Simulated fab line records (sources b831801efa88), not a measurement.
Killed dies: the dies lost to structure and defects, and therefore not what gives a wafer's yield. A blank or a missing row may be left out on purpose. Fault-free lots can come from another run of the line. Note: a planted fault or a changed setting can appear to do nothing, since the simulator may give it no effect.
The tool behind it: which one?    flow sky130    Sampling: 6 lots, 18 wafers, 3 of 708 route steps

WHAT THE GAUGES READ, wafer by wafer
SKY_CAPM_OVL_MEAS_12.
lot   measured      on          CAPM_OVL (nm)
L507  day 38 15:14  overlay-01  0.7 0.8 0.6
L510  day 39 10:22  overlay-02  -0.2 2.4 1.6
L513  day 40 10:55  overlay-01  -0.9 -0.9 -1.5
L516  day 41 10:04  overlay-02  -0.8 0.8 -0.9
L523  day 43 01:10  overlay-01  0.4 2.0 3.3
L526  day 43 18:56  overlay-01  0.7 0.1 2.3

WHAT TOOL EACH LOT RAN ON (gives the tool, then ch and the chambers of the sampled wafers, and finally the start)
lot   SKY_VIA2_ETCH_14                    SKY_METAL3_SPUTTER_04
L507  rie_diel-02 ch 1,2,3, day 37 12:07  pvd_sputter-04, day 37 13:56
L510  rie_diel-02 ch 0,1,3, day 38 08:16  pvd_sputter-01, day 38 09:44
L513  rie_diel-02 ch 0,1,3, day 39 07:34  pvd_sputter-04, day 39 09:03
L516  rie_diel-03 ch 1,2, day 40 07:20    pvd_sputter-02, day 40 08:55
L523  rie_diel-04 ch 1,2,3, day 42 01:01  pvd_sputter-02, day 42 02:29
L526  rie_diel-03 ch 2,3, day 42 18:49    pvd_sputter-04, day 42 20:18
- SKY_VIA2_ETCH_14: etches BARC in N2/H2, stops on SiO2, time 45.9 s, target depth 60 nm.
- SKY_METAL3_SPUTTER_04: material TiN, target thk 70 nm, time 58.3 s.

THE ANSWER, worked out from the rows above alone
Rule: usual is defined by the lots themselves. The widest of any qualifying gaps counts: lots, ordered by their means at a reading, are off when they make up no more than a third of the lots, leave a main group of 4 or more, and stand apart from it by 3 or more times the standard deviation of that group's means. Not used: any main group whose means are identical at the precision the tables above print for the reading. Also off: a lot with no number at a reading for which 4 or more lots have one. Any other lot the step has rows for is counted as sound.
No lot is off at any reading shown: from this, nothing can be told.

WHAT THE SIMULATOR PUT IN
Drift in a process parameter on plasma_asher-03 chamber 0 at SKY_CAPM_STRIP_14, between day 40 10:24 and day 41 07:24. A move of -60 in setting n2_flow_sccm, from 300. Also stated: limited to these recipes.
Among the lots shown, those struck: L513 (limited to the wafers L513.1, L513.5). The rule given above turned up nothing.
